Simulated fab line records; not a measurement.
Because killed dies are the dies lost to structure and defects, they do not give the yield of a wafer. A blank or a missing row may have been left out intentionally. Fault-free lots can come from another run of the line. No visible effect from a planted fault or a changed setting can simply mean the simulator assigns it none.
The tool behind it: which one? ; flow sky130 ; Sampling: 13 lots, 39 wafers, 3 of 708 route steps

== WHAT EACH GAUGE READ, for each wafer ==
SKY_VT_ADJUST_NCORE_CD_MEAS_07: the cd target is 380 nm. Usual: cdNm reads 379.3 nm (standard deviation 2.5).
lot;measured;on;cdNm (nm);flag
L873;day 9 02:07;cdSem-01;381.9 380.0 381.7;
L874;day 9 08:26;cdSem-01;378.6 379.8 378.8;
L876;day 10 02:25;cdSem-01;377.8 379.1 376.1;
L886;day 13 01:29;cdSem-01;377.9 376.8 379.1;
L887;day 13 10:39;cdSem-02;380.2 380.2 377.9;
L888;day 13 15:49;cdSem-02;375.1 378.8 377.3;
L889;day 13 22:38;cdSem-01;378.6 378.2 381.7;
L890;day 14 08:07;cdSem-01;381.1 377.1 380.8;
L891;day 14 15:19;cdSem-01;384.1 385.4 382.8;
L893;day 15 03:08;cdSem-01;379.8 379.7 379.1;
L894;day 15 08:06;cdSem-01;379.3 377.7 378.2;

== WHAT TOOL EACH LOT RAN ON (gives the tool, then ch and the chambers of the sampled wafers, and finally the start) ==
lot;SKY_FIELD_ISO_CVD_24;SKY_PWDE_STRIP_09
L873;hdpcvd-01 ch 0,2, day 2 16:57;plasmaAsher-01 ch 1, day 4 05:59
L874;hdpcvd-02 ch 0,2, day 2 22:13;plasmaAsher-01 ch 0,1, day 4 11:35
L876;hdpcvd-02 ch 0,1, day 3 09:29;plasmaAsher-01 ch 0,1, day 5 00:32
L884;hdpcvd-01 ch 0,1, day 5 02:31;-
L885;hdpcvd-02 ch 1,2, day 5 08:28;-
L886;hdpcvd-02 ch 0,1,2, day 5 14:08;plasmaAsher-01 ch 0,1, day 7 09:29
L887;hdpcvd-02 ch 1,2, day 5 18:20;plasmaAsher-04 ch 0,1, day 7 17:26
L888;hdpcvd-02 ch 1,2, day 6 00:58;plasmaAsher-01 ch 0,1, day 7 20:53
L889;hdpcvd-01 ch 0,1, day 6 05:35;plasmaAsher-04 ch 1, day 8 03:23
L890;hdpcvd-02 ch 1,2, day 6 10:44;plasmaAsher-03 ch 0,1, day 8 10:31
L891;hdpcvd-02 ch 0,1,2, day 6 16:19;plasmaAsher-01 ch 0,1, day 8 15:28
L893;hdpcvd-02 ch 0,1,2, day 7 02:52;plasmaAsher-04 ch 0, day 9 02:46
L894;hdpcvd-01 ch 0,1, day 7 06:56;plasmaAsher-04 ch 0,1, day 9 06:14
- SKY_FIELD_ISO_CVD_24: deposits SiO2, target thk 595 nm, time 99.2 s.
- SKY_PWDE_STRIP_09: strips in O2/N2.

== WHAT THE TOOLS THEMSELVES READ (means of the sampled wafers that have a number; where no wafer has one, the mark that the record gives instead) ==
SKY_FIELD_ISO_CVD_24. Usual: pressureMtorr 6.001 mTorr, standard deviation 0.012; runLengthS 127.3 s, standard deviation 0.49.
lot;tool;pressureMtorr (mTorr);runLengthS (s);flag
L873;hdpcvd-01;5.999;127.5;
L874;hdpcvd-02;5.992;126.8;
L876;hdpcvd-02;6.011;127.6;
L884;hdpcvd-01;-;-;OFF
L885;hdpcvd-02;-;-;OFF
L886;hdpcvd-02;6.002;127.1;
L887;hdpcvd-02;5.984;127.7;
L888;hdpcvd-02;6.015;127.0;
L889;hdpcvd-01;5.994;127.4;
L890;hdpcvd-02;5.998;127.6;
L891;hdpcvd-02;6.013;127.3;
L893;hdpcvd-02;5.999;127.3;
L894;hdpcvd-01;6.002;127.4;

SKY_PWDE_STRIP_09. Usual: drypumpMotorCurrentA 5.8 A, standard deviation 0.42; n2FlowSccm 300.1 sccm, standard deviation 0.87; oesProductAu 0.723 a.u., standard deviation 0.0046; stripTimeToEndpointS 36.96 s, standard deviation 0.091.
lot;tool;drypumpMotorCurrentA (A);n2FlowSccm (sccm);oesProductAu (a.u.);stripTimeToEndpointS (s);flag
L873;plasmaAsher-01;5.9;300.7;0.719;36.99;
L874;plasmaAsher-01;5.4;299.8;0.724;36.98;
L876;plasmaAsher-01;5.3;300.4;0.726;37.00;
L886;plasmaAsher-01;5.6;299.9;0.718;36.99;
L887;plasmaAsher-04;6.1;300.0;0.720;36.98;
L888;plasmaAsher-01;5.3;300.1;0.722;36.97;
L889;plasmaAsher-04;6.1;300.8;0.721;36.92;
L890;plasmaAsher-03;5.6;300.9;0.722;36.84;
L891;plasmaAsher-01;5.6;299.9;0.721;36.96;
L893;plasmaAsher-04;6.2;300.4;0.723;36.96;
L894;plasmaAsher-04;6.1;299.7;0.722;37.07;

== THE ANSWER, worked out from the rows above alone ==
Rule: a lot is off if the mean of its wafers that have a number lies more than 3 standard deviations from the usual mean. A lot without any number at a reading at which 4 lots or more have one is off too. Any other lot the step has rows for is counted as sound. Order of review: gauges by route order, followed by the tools' own readings, for which a lot's mean as printed above is used. At the first step where some lot is off, the reading lying furthest off is the one used; lots without a number count as furthest.
Off at SKY_FIELD_ISO_CVD_24 (pressureMtorr): L884, L885. Without a number there: L884, L885.
If a tool, at that step or one of the process steps before it, ran each lot that is off and ran no sound lot following the first of them, it fits. No candidate that was tried fits.

== WHAT HAD BEEN PUT IN BY THE SIMULATOR ==
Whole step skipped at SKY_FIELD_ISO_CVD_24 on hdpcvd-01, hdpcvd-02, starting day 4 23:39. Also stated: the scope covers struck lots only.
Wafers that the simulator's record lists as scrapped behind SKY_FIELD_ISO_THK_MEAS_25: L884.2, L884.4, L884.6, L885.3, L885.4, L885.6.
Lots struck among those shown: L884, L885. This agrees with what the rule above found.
